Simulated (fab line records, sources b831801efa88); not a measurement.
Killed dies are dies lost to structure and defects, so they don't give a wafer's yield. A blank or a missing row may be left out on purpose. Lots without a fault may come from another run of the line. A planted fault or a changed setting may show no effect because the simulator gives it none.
fab line records | flow gf180mcu
record lots=7 wafers=19 last_day=33
route steps=602 shown HV_LDD@232 NSD@235 PSD@248 PASSIVATION@602
lots that met no fault: from a run of the same line without faults
start_h: hours from the record's first day to the start of the lot's first wafer shown | wait_h: hours since the lot's step before | " the same as in the row above | L1.1+2: a row that stands for several wafers | - no value, or no start given | * or withheld: withheld | < > ~ a bound
route shown NAME@n: a module of which the file shows steps, and the number in the route of the first | usual: mean/standard deviation of fault-free wafers | same: alike in all rows | chamber/n: place in a boat | sites: the reading at each site | _std_site: their standard deviation | _edge_site: outer sites' mean less inner sites' | radius_mm: how far each site lies from the wafer's centre | mask NAME#n: copy n | behind: the tool/chamber that last shaped the wafer | hold: why the lot was held/for how many hours/how that ended | device: the transistor (n, p or np) that didn't switch | end of line: the same wafers' tests at the end of the route | a step without rows: its recipe alone | killed: dies lost to structure and defects at the first sort, not the wafer's yield | map: a wafer's dies, x killed, . not, _ none there
set.NAME: the setting as run; set.NAME@STEP: as run at that earlier step | model.NAME: the simulator's own value behind a step, which no gauge read
lots at some steps of the route; a table a step, a row a wafer
services: from which hour (start_h, from the record's first day; less than 0 if before it) a tool's chamber was out of use, for how many hours, and why
## steps
# step GF_HV_LDD_CVD_56
# recipe material=Si3N4 precursor=DCS/NH3 target_thk_nm=90 temp_c=770 time_s=1543 pressure_mtorr=250
# step GF_HV_LDD_THK_MEAS_57
# recipe reads=Si3N4_of_HV_LDD_CVD_56
# usual HV_LDD_CVD_56_THK=90.0/0.96
# columns lot.wafer tool chamber start_h wait_h HV_LDD_CVD_56_THK[nm]
L950.1 film_metro-03 - 326.47 0.0 89.9
L950.2 " - " " 90.1
L950.3 " - " " 90.1
L951.1 film_metro-01 - 330.02 0.0 90.1
L951.4 " - " " 91.8
L951.5 " - " " 91.0
L955.1 film_metro-03 - 364.34 0.0 90.6
L955.3 " - " " 89.5
L955.6 " - " " 89.8
L957.1 film_metro-04 - 385.75 0.0 91.1
L957.4 " - " " 91.1
L957.6 " - " " 90.9
L960.3 film_metro-01 - 399.66 0.0 89.8
L960.4 " - " " 90.0
L964.1 film_metro-03 - 438.72 0.0 89.8
L964.4 " - " " 89.4
L964.5 " - " " 89.1
L965.3 film_metro-03 - 441.25 0.0 91.1
L965.4 " - " " 90.8
# step GF_HV_LDD_ETCHBACK_58
# recipe chemistry=CH3F/O2 target=Si3N4 stop_on=SiO2 source_w=400 bias_w=80 pressure_mtorr=25 ch3f_flow_sccm=40 O2_flow_sccm=30 time_s=100 target_depth_a=900
# usual drypump_motor_current_A=5.6/0.52 oes_product_au=0.843/0.0071 throttle_valve_pct=10.561/0.0088
# same time_s=100
# columns lot.wafer tool chamber start_h wait_h drypump_motor_current_A oes_product_au rf_hours_counter_h throttle_valve_pct
L950.1 rie_diel-02 0 326.53 0.1 6.1 0.839 80 10.562
L950.2 " 1 " " 5.3 0.851 93 10.556
L950.3 " 2 " " 5.9 0.836 117 10.565
L951.1 rie_diel-04 3 330.08 0.1 5.3 0.840 49 10.547
L951.4 " 2 " " 4.8 0.853 6 10.566
L951.5 " 2 " " 4.8 0.841 - 10.563
L955.1 rie_diel-01 0 364.40 0.1 5.2 0.856 4 10.563
L955.3 " 2 " " 6.5 0.843 4 10.550
L955.6 " 0 " " 5.2 0.841 - 10.551
L957.1 rie_diel-04 0 385.81 0.1 5.6 0.848 4 10.566
L957.4 " 3 " " 5.3 0.847 50 10.567
L957.6 " 3 " " 5.2 0.859 - 10.561
L960.3 rie_diel-01 3 399.70 0.0 6.4 0.844 7 10.554
L960.4 " 1 " " 4.8 0.844 24 10.568
L964.1 rie_diel-04 2 438.78 0.1 4.9 0.847 9 10.564
L964.4 " 0 " " 5.6 0.844 5 10.552
L964.5 " 2 " " 4.9 0.835 - 10.549
L965.3 rie_diel-04 3 441.29 0.0 5.3 0.847 51 10.567
L965.4 " 1 " " 5.6 0.848 76 10.574
# step GF_NSD_DEHYDRATE_00
# recipe temp_c=200 time_s=60
# step GF_NSD_HMDS_01
# recipe prime_time_s=60 prime_temp_c=120
# step GF_NSD_COAT_02
# recipe resist=NOVOLAK spin_rpm=3000 resist_thk_nm=1000
# step GF_NSD_SOFTBAKE_03
# recipe temp_c=90 time_s=60 resist=NOVOLAK
# step GF_NSD_EXPOSE_04
# recipe mask_id=Nplus target_cd_nm=400 na=0.6 source_shape=conventional sigma_outer=0.6 dose_mj=140
# step GF_NSD_PEB_05
# recipe temp_c=withheld time_s=* resist=NOVOLAK
# step GF_NSD_DEVELOP_06
# recipe develop_time_s=60 dev_temp_c=23
# step GF_NSD_CD_MEAS_07
# recipe target_cd_nm=400
# usual cd_nm=399.7/2.6
# columns lot.wafer tool chamber start_h wait_h cd_nm
L950.1 cd_sem-02 - 347.70 0.1 398.7
L950.2 " - " " 402.0
L950.3 " - " " 399.1
L951.1 cd_sem-01 - 351.60 0.1 402.1
L951.4 " - " " 403.9
L951.5 " - " " 405.2
L955.1 cd_sem-02 - 385.84 0.1 404.6
L955.3 " - " " 404.6
L955.6 " - " " 404.4
L957.1 cd_sem-02 - 408.15 0.1 397.5
L957.4 " - " " 398.5
L957.6 " - " " 397.9
L960.3 cd_sem-01 - 422.70 0.1 396.3
L960.4 " - " " 396.1
L964.1 cd_sem-02 - 462.90 0.1 396.5
L964.4 " - " " 397.7
L964.5 " - " " 394.7
L965.3 cd_sem-02 - 465.19 0.1 400.6
L965.4 " - " " 400.2
# step GF_NSD_OVL_MEAS_08
# usual NSD_OVL=0.2/1.5
# columns lot.wafer tool chamber start_h wait_h NSD_OVL[nm]
L950.1 overlay-02 - 347.82 0.1 -3.0
L950.2 " - " " -2.5
L950.3 " - " " -1.5
L951.1 overlay-02 - 351.72 0.1 2.2
L951.4 " - " " 1.8
L951.5 " - " " 2.6
L955.1 overlay-02 - 385.96 0.1 -0.9
L955.3 " - " " -1.2
L955.6 " - " " -1.0
L957.1 overlay-02 - 408.27 0.1 -0.6
L957.4 " - " " -3.3
L957.6 " - " " -0.5
L960.3 overlay-01 - 422.79 0.1 0.1
L960.4 " - " " -1.4
L964.1 overlay-02 - 463.02 0.1 -0.4
L964.4 " - " " 0.0
L964.5 " - " " -1.5
L965.3 overlay-02 - 465.28 0.1 -1.4
L965.4 " - " " 1.2
# step GF_NSD_IMPLANT_09
# recipe species=As energy_kev=60 dose_cm2=4e+15 tilt_deg=7
# columns lot.wafer tool chamber start_h wait_h
L950.1+2+3 implanter-04 0 347.86 0.0
L951.1+4+5 implanter-04 0 351.76 0.0
L955.1+3+6 implanter-02 0 386.00 0.0
L957.1+4+6 implanter-02 0 408.31 0.0
L960.3+4 implanter-02 0 422.86 0.1
L964.1+4+5 implanter-02 0 463.06 0.0
L965.3+4 implanter-02 0 465.36 0.1
# step GF_NSD_IMPLANT_10
# recipe species=P energy_kev=40 dose_cm2=5e+14 tilt_deg=7
# step GF_NSD_STRIP_11
# recipe chemistry=O2/N2 power_w=1400 pressure_mtorr=1500 platen_temp_c=250 o2_flow_sccm=3000 n2_flow_sccm=300 overash_fraction=0.5
# usual drypump_motor_current_A=5.9/0.51 heater_power_w=333/34 oes_product_au=0.487/0.0045 platen_temp_c=250.01/0.18 strip_time_to_endpoint_s=22.950/0.028
# same overash_fraction=0.5
# columns lot.wafer tool chamber start_h wait_h drypump_motor_current_A heater_power_w oes_product_au platen_temp_c rf_hours_counter_h strip_time_to_endpoint_s
L950.1 plasma_asher-02 0 348.16 0.1 6.5 391 0.490 249.94 24 22.957
L950.2 " 1 " " 5.5 299 0.487 250.03 24 22.963
L950.3 " 1 " " 5.5 299 0.486 250.17 - 22.973
L951.1 plasma_asher-01 0 352.06 0.1 6.4 303 0.490 249.94 73 22.918
L951.4 " 1 " " 6.1 325 0.485 250.03 - 22.925
L951.5 " 1 " " 6.1 327 0.487 249.86 - 22.894
L955.1 plasma_asher-02 1 386.30 0.1 5.5 299 0.480 249.77 28 22.930
L955.3 " 0 " " 6.5 388 0.482 250.16 - 22.920
L955.6 " 0 " " 6.6 383 0.492 250.34 - 22.951
L957.1 plasma_asher-01 1 408.61 0.1 6.1 320 0.486 250.03 79 22.908
L957.4 " 0 " " 6.4 287 0.480 249.99 - 22.933
L957.6 " 0 " " 6.4 299 0.485 249.94 - 22.969
L960.3 plasma_asher-04 0 423.15 0.1 5.8 360 0.488 249.93 - 22.911
L960.4 " 1 " " 5.1 324 0.476 250.01 - 23.629
L964.1 plasma_asher-04 1 463.36 0.1 5.1 322 0.480 249.80 66 23.678
L964.4 " 0 " " 5.8 359 0.481 250.04 - 23.700
L964.5 " 0 " " 5.8 359 0.490 249.99 - 22.950
L965.3 plasma_asher-02 0 465.64 0.1 6.5 382 0.491 249.70 - 22.955
L965.4 " 1 " " 5.5 301 0.482 250.01 - 23.702
# step GF_NSD_TW_MEAS_12
# usual NSD_TW=4220/19
# columns lot.wafer tool chamber start_h wait_h NSD_TW
L950.1 film_metro-02 - 348.26 0.1 4231
L950.2 " - " " 4221
L950.3 " - " " 4227
L951.1 film_metro-02 - 352.16 0.1 4201
L951.4 " - " " 4195
L951.5 " - " " 4186
L955.1 film_metro-02 - 386.40 0.1 4238
L955.3 " - " " 4232
L955.6 " - " " 4205
L957.1 film_metro-01 - 408.71 0.1 4214
L957.4 " - " " 4197
L957.6 " - " " 4194
L960.3 film_metro-01 - 423.23 0.1 4210
L960.4 " - " " 4207
L964.1 film_metro-02 - 463.50 0.1 4233
L964.4 " - " " 4210
L964.5 " - " " 4235
L965.3 film_metro-04 - 465.73 0.1 4218
L965.4 " - " " 4217
# step GF_PSD_DEHYDRATE_00
# recipe temp_c=200 time_s=60
# step GF_PSD_HMDS_01
# recipe prime_time_s=60 prime_temp_c=120
# step GF_PSD_COAT_02
# recipe resist=NOVOLAK spin_rpm=3000 resist_thk_nm=1000
# step GF_PSD_SOFTBAKE_03
# recipe temp_c=90 time_s=60 resist=NOVOLAK
# step GF_PSD_EXPOSE_04
# recipe mask_id=Pplus target_cd_nm=400 na=0.6 source_shape=conventional sigma_outer=0.6 dose_mj=140
# step GF_PSD_PEB_05
# recipe temp_c=withheld time_s=* resist=NOVOLAK
# step GF_PSD_DEVELOP_06
# recipe develop_time_s=60 dev_temp_c=23
# step GF_PSD_CD_MEAS_07
# recipe target_cd_nm=400
# usual cd_nm=400.3/3
# columns lot.wafer tool chamber start_h wait_h cd_nm
L950.1 cd_sem-02 - 369.51 0.1 402.0
L950.2 " - " " 402.0
L950.3 " - " " 401.3
L951.1 cd_sem-02 - 374.01 0.1 401.1
L951.4 " - " " 398.0
L951.5 " - " " 398.5
L955.1 cd_sem-02 - 408.76 0.1 402.9
L955.3 " - " " 399.9
L955.6 " - " " 402.6
L957.1 cd_sem-02 - 432.65 0.1 402.2
L957.4 " - " " 404.7
L957.6 " - " " 405.2
L960.3 cd_sem-02 - 446.25 0.1 398.2
L960.4 " - " " 396.9
L964.1 cd_sem-01 - 487.35 0.1 399.3
L964.4 " - " " 398.8
L964.5 " - " " 399.8
L965.3 cd_sem-01 - 489.39 0.1 399.0
L965.4 " - " " 399.3
# step GF_PSD_OVL_MEAS_08
# usual PSD_OVL=-0.3/1.3
# columns lot.wafer tool chamber start_h wait_h PSD_OVL[nm]
L950.1 overlay-02 - 369.63 0.1 0.4
L950.2 " - " " 1.2
L950.3 " - " " 1.0
L951.1 overlay-02 - 374.13 0.1 -0.7
L951.4 " - " " -1.1
L951.5 " - " " -1.5
L955.1 overlay-01 - 408.88 0.1 -1.5
L955.3 " - " " -0.6
L955.6 " - " " -1.2
L957.1 overlay-02 - 432.77 0.1 -1.9
L957.4 " - " " -2.8
L957.6 " - " " -3.5
L960.3 overlay-01 - 446.34 0.1 -0.8
L960.4 " - " " -0.2
L964.1 overlay-01 - 487.47 0.1 0.8
L964.4 " - " " -0.6
L964.5 " - " " 0.8
L965.3 overlay-01 - 489.48 0.1 0.7
L965.4 " - " " 1.0
# step GF_PSD_IMPLANT_09
# recipe species=BF2 energy_kev=40 dose_cm2=1.5e+15 tilt_deg=7
# step GF_PSD_STRIP_10
# recipe chemistry=O2/N2 power_w=1400 pressure_mtorr=1500 platen_temp_c=250 o2_flow_sccm=3000 n2_flow_sccm=300 overash_fraction=0.5
# usual drypump_motor_current_A=5.8/0.5 heater_power_w=345/28 oes_product_au=0.592/0.0043 platen_temp_c=249.99/0.16 strip_time_to_endpoint_s=16.54/0.034
# same overash_fraction=0.5
# columns lot.wafer tool chamber start_h wait_h drypump_motor_current_A heater_power_w oes_product_au platen_temp_c rf_hours_counter_h strip_time_to_endpoint_s
L950.1 plasma_asher-04 1 369.81 0.1 5.1 334 0.592 250.02 56 16.55
L950.2 " 0 " " 5.8 348 0.597 250.06 56 16.54
L950.3 " 0 " " 5.8 350 0.595 249.88 - 16.57
L951.1 plasma_asher-02 1 374.31 0.1 5.5 299 0.593 249.65 27 16.51
L951.4 " 1 " " 5.5 301 0.597 249.90 - 16.54
L951.5 " 0 " " 6.5 383 0.590 250.05 - 16.54
L955.1 plasma_asher-04 0 409.06 0.1 5.8 346 0.596 249.96 60 16.59
L955.3 " 0 " " 5.8 346 0.596 250.07 - 16.52
L955.6 " 0 " " 5.8 358 0.592 250.13 - 16.56
L957.1 plasma_asher-02 1 432.96 0.1 5.5 295 0.601 250.00 33 16.57
L957.4 " 1 " " 5.5 295 0.597 250.39 - 16.53
L957.6 " 1 " " 5.5 300 0.591 249.99 - 16.54
L960.3 plasma_asher-02 0 446.55 0.1 6.5 388 0.594 249.64 - 16.42
L960.4 " 1 " " 5.5 302 0.592 249.94 - 16.47
L964.1 plasma_asher-03 0 487.66 0.1 6.4 343 0.595 250.25 82 16.56
L964.4 " 1 " " 5.7 355 0.588 250.21 - 16.56
L964.5 " 1 " " 5.7 362 0.593 250.15 - 16.55
L965.3 plasma_asher-04 1 489.69 0.1 5.0 325 0.595 249.99 - 16.56
L965.4 " 0 " " 5.8 354 0.584 249.94 - 16.59
# step GF_PSD_TW_MEAS_11
# usual PSD_TW=3159/13
# columns lot.wafer tool chamber start_h wait_h PSD_TW
L950.1 film_metro-02 - 369.91 0.1 3140
L950.2 " - " " 3163
L950.3 " - " " 3144
L951.1 film_metro-01 - 374.41 0.1 3185
L951.4 " - " " 3177
L951.5 " - " " 3176
L955.1 film_metro-04 - 409.16 0.1 3160
L955.3 " - " " 3165
L955.6 " - " " 3155
L957.1 film_metro-04 - 433.06 0.1 3152
L957.4 " - " " 3178
L957.6 " - " " 3152
L960.3 film_metro-04 - 446.63 0.1 3140
L960.4 " - " " 3164
L964.1 film_metro-02 - 487.76 0.1 3174
L964.4 " - " " 3174
L964.5 " - " " 3169
L965.3 film_metro-02 - 489.78 0.1 3166
L965.4 " - " " 3152
# step GF_PSD_CLEAN_12
# recipe chemistry=SC1/SC2 mix=1:4:20 temp_c=70 time_s=150 dry=n2_spin
# step GF_PSD_RTA_13
# recipe temp_c=1025 time_s=20 ambient=N2
# usual anneal_temp_c_max=1030.6/2.6 lamp_power_pct=34.3/0.33 wafer_temp_C_max=1029.6/1.1
# same time_s=20
# columns lot.wafer tool chamber start_h wait_h anneal_temp_c_max lamp_power_pct wafer_temp_C_max
L950.1 rtp_anneal-01 0 370.03 0.0 1027.0 34.6 1030.3
L950.2 " 0 " " 1027.4 34.7 1031.5
L950.3 " 0 " " 1027.7 34.7 1030.6
L951.1 rtp_anneal-01 0 374.52 0.0 1028.8 34.7 1031.1
L951.4 " 0 " " 1028.4 34.7 1029.3
L951.5 " 0 " " 1028.0 34.6 1028.6
L955.1 rtp_anneal-02 0 409.27 0.0 1034.1 34.0 1028.4
L955.3 " 0 " " 1032.7 33.9 1029.7
L955.6 " 0 " " 1032.5 34.0 1028.4
L957.1 rtp_anneal-02 0 433.17 0.0 1032.5 34.0 1028.9
L957.4 " 0 " " 1033.1 34.0 1031.4
L957.6 " 0 " " 1032.8 34.0 1029.1
L960.3 rtp_anneal-02 0 446.78 0.1 1033.7 34.0 1028.9
L960.4 " 0 " " 1032.5 34.0 1028.7
L964.1 rtp_anneal-02 0 487.87 0.0 1033.5 33.9 1029.9
L964.4 " 0 " " 1031.6 34.0 1028.6
L964.5 " 0 " " 1032.5 34.0 1030.1
L965.3 rtp_anneal-01 0 489.89 0.0 1026.9 34.7 1030.7
L965.4 " 0 " " 1027.0 34.7 1028.5
# step GF_PSD_RS_MEAS_14
# recipe thk_meas_gauge=four-point-probe
# usual NSD_RS=46.18/0.075
# columns lot.wafer tool chamber start_h wait_h NSD_RS[ohm/sq]
L950.1 film_metro-02 - 370.11 0.1 46.21
L950.2 " - " " 46.14
L950.3 " - " " 46.16
L951.1 film_metro-04 - 374.61 0.1 46.27
L951.4 " - " " 46.21
L951.5 " - " " 46.29
L955.1 film_metro-01 - 409.44 0.1 46.29
L955.3 " - " " 46.05
L955.6 " - " " 46.22
L957.1 film_metro-01 - 433.33 0.1 46.05
L957.4 " - " " 46.09
L957.6 " - " " 46.09
L960.3 film_metro-02 - 446.93 0.1 46.16
L960.4 " - " " 45.20
L964.1 film_metro-02 - 487.95 0.1 45.26
L964.4 " - " " 45.25
L964.5 " - " " 46.15
L965.3 film_metro-02 - 490.10 0.2 46.25
L965.4 " - " " 45.21
# step GF_PSD_RS_MEAS_15
# recipe thk_meas_gauge=four-point-probe
# usual PSD_RS=108.67/0.24
# columns lot.wafer tool chamber start_h wait_h PSD_RS[ohm/sq]
L950.1 film_metro-02 - 370.23 0.1 108.64
L950.2 " - " " 108.90
L950.3 " - " " 108.84
L951.1 film_metro-04 - 374.73 0.1 109.02
L951.4 " - " " 109.03
L951.5 " - " " 109.23
L955.1 film_metro-01 - 409.56 0.1 108.40
L955.3 " - " " 108.40
L955.6 " - " " 108.60
L957.1 film_metro-01 - 433.45 0.1 108.40
L957.4 " - " " 108.29
L957.6 " - " " 108.71
L960.3 film_metro-02 - 447.05 0.1 108.35
L960.4 " - " " 108.21
L964.1 film_metro-02 - 488.07 0.1 108.60
L964.4 " - " " 108.58
L964.5 " - " " 108.43
L965.3 film_metro-02 - 490.22 0.1 108.73
L965.4 " - " " 108.97
# step GF_PASSIVATION_PROBE_99
# columns lot.wafer tool chamber start_h wait_h model.etest.npoly_u.line_ohm_um model.etest.npoly_u.rs_ohm_sq model.etest.contact_poly.end_ohm_um model.etest.nplus_u.line_ohm_um model.etest.nplus_u.rs_ohm_sq model.etest.contact_nplus.end_ohm_um
L950.1 prober-02 - 714.61 0.1 381.4 303.3 54.99 198.1 59.57 12.92
L950.2 prober-02 - 714.66 0.1 385.9 311.8 56.45 199.4 59.91 13.21
L950.3 prober-02 - 714.71 0.2 388.8 311 58.78 200.4 59.44 12.98
L951.1 prober-01 - 719.31 0.1 405.1 323.7 56.49 202.5 61 13.03
L951.4 prober-01 - 719.46 0.2 382.3 305.2 55.21 202.7 60.72 13.28
L951.5 prober-01 - 719.51 0.2 389.2 310.7 55.67 206.2 61.27 13.44
L955.1 prober-01 - 746.65 0.1 392.1 317.7 55.56 197.6 59.43 12.97
L955.3 prober-01 - 746.75 0.2 384 308.5 54.49 197.4 59.19 12.96
L955.6 prober-01 - 746.90 0.2 390.3 310.7 54.55 196.3 59.5 12.88
L957.1 prober-01 - 763.01 0.1 387 314.6 56.67 198.9 59.93 13.41
L957.4 prober-01 - 763.16 0.2 395.7 317.5 55.03 197.7 60.03 13.53
L957.6 prober-01 - 763.26 0.2 373.9 302.9 53.1 197.9 60.03 13.01
L960.3 prober-02 - 771.38 0.2 392.5 315.5 56.59 202.7 60.26 13.06
L960.4 prober-02 - 771.43 0.2 343.8 272.9 46.32 191.3 57.66 12.2
L964.1 prober-02 - 798.29 0.1 339.3 274.1 45.92 192.7 57.66 12.22
L964.4 prober-02 - 798.44 0.2 351.5 279 45.68 192.4 56.96 12.18
L964.5 prober-02 - 798.49 0.2 398.6 323.2 58.84 200.5 60.81 13.33
L965.3 prober-01 - 799.34 0.2 380.3 304.2 54.26 198.9 59.33 12.94
L965.4 prober-01 - 799.39 0.2 334 264.8 42.43 190.4 56.98 12.51
# killed by level:class
L950.1 CONTACT:geometric_particle:open=6 V4:geometric_particle:open=6 V1:geometric_particle:short=4 V5:geometric_particle:open=4 STI:geometric_particle:open=3 M1:geometric_particle:short=3 V1:geometric_particle:open=3 V2:geometric_particle:open=3
L950.2 V1:geometric_particle:open=7 V2:geometric_particle:open=5 V5:geometric_particle:open=4 STI:geometric_particle:open=3 CONTACT:geometric_particle:open=3 POLY_GATE:geometric_particle:short=2 CONTACT:geometric_particle:short=2 M5:geometric_particle:short=2
L950.3 V1:geometric_particle:short=5 V3:geometric_particle:open=5 M2:geometric_particle:short=4 V5:geometric_particle:short=4 STI:geometric_particle:open=3 CONTACT:geometric_particle:open=3 V1:geometric_particle:open=3 V5:geometric_particle:open=3
L951.1 CONTACT:geometric_particle:open=5 V2:geometric_particle:open=5 V1:geometric_particle:short=4 V5:geometric_particle:open=3 STI:geometric_particle:short=2 POLY_GATE:geometric_particle:short=2 M2:geometric_particle:short=2 V3:geometric_particle:open=2
L951.4 V4:geometric_particle:open=12 STI:geometric_particle:open=4 V2:geometric_particle:open=4 STI:geometric_particle:short=3 V1:geometric_particle:open=3 SALICIDE:geometric_particle:short=2 M1:geometric_particle:open=2 M1:geometric_particle:short=2
L951.5 V1:geometric_particle:open=8 V3:geometric_particle:open=5 STI:geometric_particle:short=4 CONTACT:geometric_particle:open=4 V2:geometric_particle:short=4 V2:geometric_particle:open=3 M1:geometric_particle:short=3 M5:geometric_particle:short=2
L955.1 CONTACT:geometric_particle:open=4 M1:geometric_particle:short=4 V3:geometric_particle:short=4 V2:geometric_particle:open=4 V5:geometric_particle:open=4 V4:geometric_particle:open=3 V1:geometric_particle:open=2 V2:geometric_particle:short=2
L955.3 V5:geometric_particle:open=7 CONTACT:geometric_particle:open=6 V2:geometric_particle:open=6 V3:geometric_particle:open=4 STI:geometric_particle:short=3 V4:geometric_particle:open=3 STI:geometric_particle:open=2 POLY_GATE:geometric_particle:short=2
L955.6 CONTACT:geometric_particle:open=5 V2:geometric_particle:open=5 V5:geometric_particle:open=5 M1:geometric_particle:short=4 POLY_GATE:geometric_particle:short=3 POLY_GATE:geometric_particle:open=2 SALICIDE:geometric_particle:short=2 V1:geometric_particle:open=2
L957.1 V5:geometric_particle:open=6 V3:geometric_particle:open=6 CONTACT:geometric_particle:open=5 V2:geometric_particle:open=4 CONTACT:geometric_particle:short=4 V1:geometric_particle:open=3 V4:geometric_particle:open=3 STI:geometric_particle:open=2
L957.4 CONTACT:geometric_particle:open=5 M1:geometric_particle:short=5 V3:geometric_particle:open=5 STI:geometric_particle:open=4 STI:geometric_particle:short=4 V4:geometric_particle:open=4 V5:geometric_particle:short=3 CONTACT:geometric_particle:short=2
L957.6 V3:geometric_particle:open=7 V1:geometric_particle:open=5 M1:geometric_particle:open=4 V4:geometric_particle:short=4 V5:geometric_particle:short=4 CONTACT:geometric_particle:open=3 V2:geometric_particle:short=3 V3:geometric_particle:short=3
L964.1 V4:geometric_particle:open=5 V3:geometric_particle:open=5 V5:geometric_particle:open=5 STI:geometric_particle:short=4 V2:geometric_particle:open=4 V3:geometric_particle:short=3 CONTACT:geometric_particle:open=3 POLY_GATE:geometric_particle:short=2
L964.4 CONTACT:geometric_particle:short=7 V5:geometric_particle:open=7 V2:geometric_particle:open=4 CONTACT:geometric_particle:open=4 M1:geometric_particle:short=3 V1:geometric_particle:open=3 V4:geometric_particle:open=3 STI:geometric_particle:short=2
L964.5 CONTACT:geometric_particle:open=7 V1:geometric_particle:open=5 CONTACT:geometric_particle:short=4 STI:geometric_particle:short=3 V4:geometric_particle:open=3 M1:geometric_particle:short=2 V3:geometric_particle:open=2 STI:geometric_particle:open=1
L965.3 CONTACT:geometric_particle:open=7 CONTACT:geometric_particle:short=4 M1:geometric_particle:short=4 V1:geometric_particle:open=3 V4:geometric_particle:open=3 M5:geometric_particle:short=3 V5:geometric_particle:open=3 STI:geometric_particle:short=2
L965.4 V4:geometric_particle:open=8 CONTACT:geometric_particle:open=6 V2:geometric_particle:open=6 STI:geometric_particle:open=4 V1:geometric_particle:open=4 V4:geometric_particle:short=4 STI:geometric_particle:short=3 V3:geometric_particle:open=3
## services
# columns tool chamber start_h hours kind
plasma_asher-04 - 308.55 14.6 pm
plasma_asher-02 - 315.76 1.6 repair
implanter-02 - 317.21 6.4 repair
plasma_asher-02 - 325.43 2.8 pm
rie_diel-02 3 326.36 18.8 repair
implanter-02 - 328.36 4.1 pm
rie_diel-02 3 351.18 17.2 repair
rie_diel-01 1 360.64 4.5 repair
rie_diel-02 3 368.35 - clean
rie_diel-02 3 368.35 32.3 scheduled_down
rie_diel-02 3 368.35 32.3 vent_cycle
rie_diel-02 1 372.18 4.8 repair
implanter-04 - 382.41 4.0 pm
plasma_asher-03 - 397.30 0.8 repair
implanter-04 - 402.82 3.8 repair
plasma_asher-01 - 421.25 9.0 pm
plasma_asher-01 0 421.25 9.0 vent_cycle
plasma_asher-01 1 421.25 9.0 vent_cycle
implanter-02 - 425.67 6.4 repair
plasma_asher-01 0 430.25 - clean
plasma_asher-01 1 430.25 - clean
plasma_asher-04 - 457.45 0.4 repair
implanter-04 - 460.72 100.3 pm
rie_diel-04 0 469.11 2.1 repair
## key
first_sign step=GF_NSD_STRIP_11 reading=strip_time_to_endpoint_s direction=up sigmas=26 usual=* struck=*
effect step=GF_PSD_RS_MEAS_14 reading=NSD_RS direction=down sigmas=13 usual=46.18 struck=45.23
model_effect step=GF_PASSIVATION_PROBE_99 value=etest.npoly_u.line_ohm_um without=392.5 struck=342.1
met_at GF_NSD_IMPLANT_09
struck_wafers L960.4,L964.1,L964.4,L965.4
sort_left_out L960.4
tester_left_out L960,L964,L965
onset_between 408.31 422.86
fault kind=process_parameter_drift tool=implanter-02 chamber=- onset_h=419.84 steps=GF_NSD_IMPLANT_09 channel=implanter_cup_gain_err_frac offset=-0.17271 shape=step end_h=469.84 scope=struck_wafers_only
# tester_left_out: of these lots the tester's yield and bins aren't shown, on N5 and GAA mostly nor the transistor test; their killed dies are dies lost to structure and defects alone, not to doping, threshold or leakage, so they don't give the yield
# sort_left_out: the simulated sort isn't trusted on such a fault, so these wafers' sort isn't shown, and their yield isn't known
